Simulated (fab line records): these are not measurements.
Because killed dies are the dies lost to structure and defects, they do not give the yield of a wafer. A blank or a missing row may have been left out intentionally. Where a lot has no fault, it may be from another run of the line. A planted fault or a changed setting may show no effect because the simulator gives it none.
A single fault, viewed from 2 desks || flow sky130 || every desk sees just its own numbers, and what lay behind them comes last

== AT THE METROLOGY DESK ==
Means of the sampled wafers that have a number, per lot and without regard to the tool the lot ran on: this is what the gauges read. The brackets show how far a lot's mean lies from the usual mean; more than 4 standard deviations puts the lot out of limits, marked OUT.
Columns: A = FIELD_ISO_CVD_03_THK at SKY_FIELD_ISO_THK_MEAS_04, usual 166.3 nm; B = cd nm at SKY_VT_ADJUST_NCORE_CD_MEAS_07, usual 379.4 nm
{"lot": "L610", "first seen here": "day 1 13:29", "A": 166.4, "B": 375.9}
{"lot": "L611", "first seen here": "day 1 21:04", "A": 166.7, "B": 381.0}
{"lot": "L613", "first seen here": "day 2 06:25", "A": 163.3, "B": 381.7}
{"lot": "L614", "first seen here": "day 2 11:18", "A": 167.0, "B": 373.7}
{"lot": "L616", "first seen here": "day 2 22:02", "A": 165.3, "B": 384.6}
{"lot": "L619", "first seen here": "day 3 12:10", "A": 164.2, "B": 378.4}
{"lot": "L620", "first seen here": "day 3 17:09", "A": 165.8, "B": 377.9}
{"lot": "L621", "first seen here": "day 3 22:33", "A": "155.0 (-6.7) OUT", "B": 377.6}
{"lot": "L622", "first seen here": "day 4 02:43", "A": "154.0 (-7.2) OUT", "B": 378.9}
{"lot": "L623", "first seen here": "day 4 08:56", "A": "158.1 (-4.8) OUT", "B": 382.6}
{"lot": "L624", "first seen here": "day 4 11:53", "A": "155.5 (-6.3) OUT", "B": 378.8}
This desk's finding: out of limits on L621, L622, L623, L624; first on L621, day 3 22:33 (FIELD_ISO_CVD_03_THK at SKY_FIELD_ISO_THK_MEAS_04). L610, L611, L613, L614, L616, L619, L620 stayed within limits.

== TOOL OWNER'S DESK, lpcvd-02 ==
The tool's own readings at SKY_FIELD_ISO_CVD_03 (deposits Si3N4 from DCS/NH3, target thk 165 nm, time 2830 s): means of the sampled wafers that have a number, for each lot that ran on this tool. The brackets show how far a lot's mean lies from the usual mean; more than 4 standard deviations puts the lot out of limits, marked OUT.
Columns: A = pressure mtorr at SKY_FIELD_ISO_CVD_03, usual 250.1 mTorr
{"lot": "L610", "first seen here": "day 1 11:41", "A": 249.3}
{"lot": "L611", "first seen here": "day 1 19:16", "A": 250.3}
{"lot": "L613", "first seen here": "day 2 04:38", "A": 250.6}
{"lot": "L614", "first seen here": "day 2 09:31", "A": 250.3}
{"lot": "L616", "first seen here": "day 2 20:14", "A": 249.8}
{"lot": "L619", "first seen here": "day 3 10:22", "A": 249.9}
{"lot": "L620", "first seen here": "day 3 15:20", "A": 250.3}
{"lot": "L621", "first seen here": "day 3 20:44", "A": "201.0 (-86) OUT"}
{"lot": "L622", "first seen here": "day 4 00:56", "A": "199.0 (-90) OUT"}
{"lot": "L623", "first seen here": "day 4 07:09", "A": "199.3 (-89) OUT"}
{"lot": "L624", "first seen here": "day 4 10:05", "A": "200.6 (-87) OUT"}
This desk's finding: out of limits on L621, L622, L623, L624; first on L621, day 3 20:44 (pressure mtorr at SKY_FIELD_ISO_CVD_03). L610, L611, L613, L614, L616, L619, L620 stayed within limits.

== ALL TOGETHER ==
The tool owner's desk could have raised an alarm at day 3 20:44, on L621, L622, L623, L624.
An alarm was possible from the metrology desk at day 3 22:33, on L621, L622, L623, L624.
On lpcvd-02, each named lot ran SKY_FIELD_ISO_CVD_03.

== WHAT THE SIMULATOR HAD PUT IN ==
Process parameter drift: lpcvd-02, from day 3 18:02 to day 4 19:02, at SKY_FIELD_ISO_CVD_03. From 250, the setting pressure mtorr moved by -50. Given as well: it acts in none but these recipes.
Lots struck among those shown: L621, L622, L623, L624.
Hours from the fault's start to each desk's first reading out of limits: the tool owner's desk, 3; the metrology desk, 5.
